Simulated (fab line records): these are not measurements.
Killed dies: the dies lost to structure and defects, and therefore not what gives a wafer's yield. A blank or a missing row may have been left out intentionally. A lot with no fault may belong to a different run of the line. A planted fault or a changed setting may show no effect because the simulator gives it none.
Comparing a struck lot with a sound one | flow sfqLine | 42 out of 325 route steps
Sound: these wafers, L613.2, L613.5, L613.6. Struck: wafers L612.3, L612.5 (left out: L612.4, a lot-mate that was not struck); the cause follows at the end.
Order at every step that has rows: each side's tool, ch and its chambers, its first start. Under that, the readings that differ: sound wafers | struck wafers | difference of the means | sigmas: that difference in standard deviations of wafers without a fault.
alike: a reading whose means differ by less than 2 such deviations, as well as words and numbers matching on both sides. not compared: withheld readings; readings where some wafer has no value; bounds like >300 that might hide an equal value; numbers whose values overlap and for which the record gives no deviation.
A row with sigmas, a row that says differs or no value, or rows on one side alone: a step with any of these is where the two part. Numbers that don't overlap but have no deviation are shown without sigmas and don't part them. A reading that every wafer of one side lacks parts them only if that side has two wafers or more.

first, 6 steps without rows for these wafers: SFQ_TRILAYER_M0_LITHO_COAT_026 (resist thk 62 nm); SFQ_TRILAYER_M0_LITHO_COAT_021 (resist thk 600 nm); SFQ_TRILAYER_M0_LITHO_SOFTBAKE_025; SFQ_TRILAYER_M0_LITHO_EXPOSE_022 (exposes mask M0, target cd 500 nm); SFQ_TRILAYER_M0_LITHO_PEB_024 (peb time 60 s); SFQ_TRILAYER_M0_LITHO_DEVELOP_023 (time 60 s).
SFQ_M0_OVL_MEAS_906:
  sound on overlay-02, day 13 01:22; struck on overlay-01, day 12 18:10
  alike: M0_OVL
then, 1 step without rows for these wafers: SFQ_TRILAYER_M0_BARC_OPEN_METAL_ETCH_031 (etches BARC in O2, target depth 125 nm, time 41.7 s).
SFQ_TRILAYER_M0_ETCH_METAL_ETCH_024: etches Nb in Cl2/Ar, stops on SiO2, target depth 240 nm, time 120 s.
  sound on rieMetal-02 ch 0,1, day 13 01:27; struck on rieMetal-04 ch 0, day 12 18:17
  alike: drypumpMotorCurrentA, oesProductAu
  not compared: rfHoursCounterH
then, 3 steps without rows for these wafers: SFQ_TRILAYER_M0_STRIP_STRIP_025 (strips in O2); SFQ_TRILAYER_M0_STRIP_SOLV_CLEAN_026 (cleans in NMP, time 600 s); SFQ_TRILAYER_I0_DEP_PECVD_027 (deposits SiO2 from SiH4/N2O, time 111.11 s, target thk 500 nm).
SFQ_TRILAYER_I0_CMP_CMP_028: polishes SiO2.
  sound on cmp-01 ch 1,2,3, day 13 03:28; struck on cmp-02 ch 0,1, day 12 19:44
reading                                            | sound           | struck      | difference | sigmas
timeToEndpointS (s)                                | 209 214 209     | 286 291     | +78        | +10
model.SiO2_of_TRILAYER_I0_DEP_PECVD_027.thkNm (nm) | 199.8 199.3 198 | 307.4 311.2 | +110.3     | 
  alike: motorCurrentA
SFQ_I0_BOW_MEAS_907:
  sound on filmMetro-03, day 13 05:29; struck on filmMetro-04, day 12 22:16
  alike: I0_BOW
SFQ_TRILAYER_I0_METRO_MEASURE_029:
  sound on filmMetro-03, day 13 05:47; struck on filmMetro-04, day 12 22:45
reading    | sound             | struck      | difference | sigmas
thkNm (nm) | 199.8 199.4 197.9 | 307.4 311.3 | +110.3     | +99 or more
then, 6 steps without rows for these wafers: SFQ_TRILAYER_I0_VIA_LITHO_COAT_036 (resist thk 62 nm); SFQ_TRILAYER_I0_VIA_LITHO_COAT_031 (resist thk 650 nm); SFQ_TRILAYER_I0_VIA_LITHO_SOFTBAKE_035; SFQ_TRILAYER_I0_VIA_LITHO_EXPOSE_032 (exposes mask I0, target cd 500 nm); SFQ_TRILAYER_I0_VIA_LITHO_PEB_034 (peb time 60 s); SFQ_TRILAYER_I0_VIA_LITHO_DEVELOP_033 (time 60 s).
-- the record jumps here: 5 days lie between the struck wafers' starts before and after --
SFQ_I0_OVL_MEAS_908:
  sound on overlay-01, day 17 20:16; struck on overlay-01, day 17 16:40
  alike: I0_OVL
then, 1 step without rows for these wafers: SFQ_TRILAYER_I0_VIA_BARC_OPEN_VIA_ETCH_046 (etches BARC in O2, target depth 125 nm, time 41.7 s).
SFQ_TRILAYER_I0_VIA_ETCH_VIA_ETCH_034: etches SiO2 in CHF3, stops on Nb, target depth 260 nm.
  sound on rieDiel-03 ch 2,3, day 17 20:20; struck on rieDiel-01 ch 1, day 17 16:44
reading                      | sound             | struck      | difference | sigmas
oesProductAu (a.u.)          | 0.863 0.861 0.846 | 1.011 1.012 | +0.155     | +30
model.I0.featureDepthNm (nm) | 199.8 199.3 198   | 265.1 264.5 | +65.8      | 
model.etch.depthNm (nm)      | 199.8 199.3 198   | 265.1 264.5 | +65.8      | 
  alike: drypumpMotorCurrentA
then, 2 steps without rows for these wafers: SFQ_TRILAYER_I0_VIA_STRIP_STRIP_035 (strips in O2); SFQ_TRILAYER_I0_VIA_STRIP_SOLV_CLEAN_036 (cleans in NMP, time 600 s).
SFQ_TRILAYER_M1_DEP_PRE_CLEAN_038: time 22.5 s.
  sound on pvdSputter-04, day 17 21:13; struck on pvdSputter-04, day 17 17:37
reading                                            | sound             | struck      | difference | sigmas
model.SiO2_of_TRILAYER_I0_DEP_PECVD_027.thkNm (nm) | 192.3 191.8 190.5 | 299.9 303.7 | +110.3     | 
  alike: biasV
SFQ_TRILAYER_M1_DEP_SPUTTER_037: material Nb, target thk 200 nm, time 133.3 s.
  sound on pvdSputter-04, day 17 21:15; struck on pvdSputter-04, day 17 17:39
  alike: throttleValvePct
SFQ_M1_RS_MEAS_909: a four-point-probe measurement.
  sound on filmMetro-01, day 17 21:22; struck on filmMetro-02, day 17 17:47
  alike: M1_NB_RS
then, 6 steps without rows for these wafers: SFQ_TRILAYER_M1_LITHO_COAT_044 (resist thk 62 nm); SFQ_TRILAYER_M1_LITHO_COAT_039 (resist thk 600 nm); SFQ_TRILAYER_M1_LITHO_SOFTBAKE_043; SFQ_TRILAYER_M1_LITHO_EXPOSE_040 (exposes mask M1, target cd 500 nm); SFQ_TRILAYER_M1_LITHO_PEB_042 (peb time 60 s); SFQ_TRILAYER_M1_LITHO_DEVELOP_041 (time 60 s).
SFQ_M1_OVL_MEAS_911:
  sound on overlay-01, day 19 18:42; struck on overlay-01, day 19 17:31
  alike: M1_OVL
SFQ_TRILAYER_M1_BARC_OPEN_METAL_ETCH_054: etches BARC in O2, target depth 125 nm, time 41.7 s.
  sound on rieMetal-01 ch 0,1, day 19 18:44; struck on rieMetal-04 ch 1, day 19 17:33
  alike: drypumpMotorCurrentA, oesProductAu
  not compared: rfHoursCounterH
then, 1 step without rows for these wafers: SFQ_TRILAYER_M1_ETCH_METAL_ETCH_042 (etches Nb in Cl2/Ar, stops on SiO2, target depth 240 nm, time 120 s).
SFQ_TRILAYER_M1_STRIP_STRIP_043: strips in O2.
  sound on rieMetal-01 ch 0,1, day 19 18:55; struck on rieMetal-04 ch 1, day 19 17:55
  alike: drypumpMotorCurrentA, oesProductAu
  not compared: rfHoursCounterH
then, 1 step without rows for these wafers: SFQ_TRILAYER_M1_STRIP_SOLV_CLEAN_044 (cleans in NMP, time 600 s).
SFQ_TRILAYER_I1_DEP_PECVD_045: deposits SiO2 from SiH4/N2O, time 111.11 s, target thk 500 nm.
  sound on pecvd-01 ch 0,1,2, day 19 19:41; struck on pecvd-03 ch 1,2, day 19 18:33
  alike: chamberPressureTorr, heaterPowerW, throttleValvePct
-- the record jumps here: 70 days lie between the struck wafers' starts before and after --
SFQ_M8_BOW_MEAS_951:
  sound on filmMetro-03, day 89 18:52; struck on filmMetro-01, day 89 16:29
reading                | sound             | struck      | difference | sigmas
model.etest.i0.linkOhm | 1.982 1.967 1.974 | 1e+06 1e+06 | +1e+06     | 
  alike: M8_BOW

WHERE THEY PART
First at SFQ_TRILAYER_I0_CMP_CMP_028; last, within this record, at SFQ_TRILAYER_I0_VIA_ETCH_VIA_ETCH_034. Later steps at which nothing parts them and some readings are alike: SFQ_TRILAYER_M1_DEP_PRE_CLEAN_038, SFQ_TRILAYER_M1_DEP_SPUTTER_037, SFQ_M1_RS_MEAS_909, SFQ_M1_OVL_MEAS_911, SFQ_TRILAYER_M1_BARC_OPEN_METAL_ETCH_054, SFQ_TRILAYER_M1_STRIP_STRIP_043, SFQ_TRILAYER_I1_DEP_PECVD_045, SFQ_M8_BOW_MEAS_951.

WHY: what the simulator had put in
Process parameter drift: cmp-02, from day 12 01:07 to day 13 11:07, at SFQ_TRILAYER_I0_CMP_CMP_028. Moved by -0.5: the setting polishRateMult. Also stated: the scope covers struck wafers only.
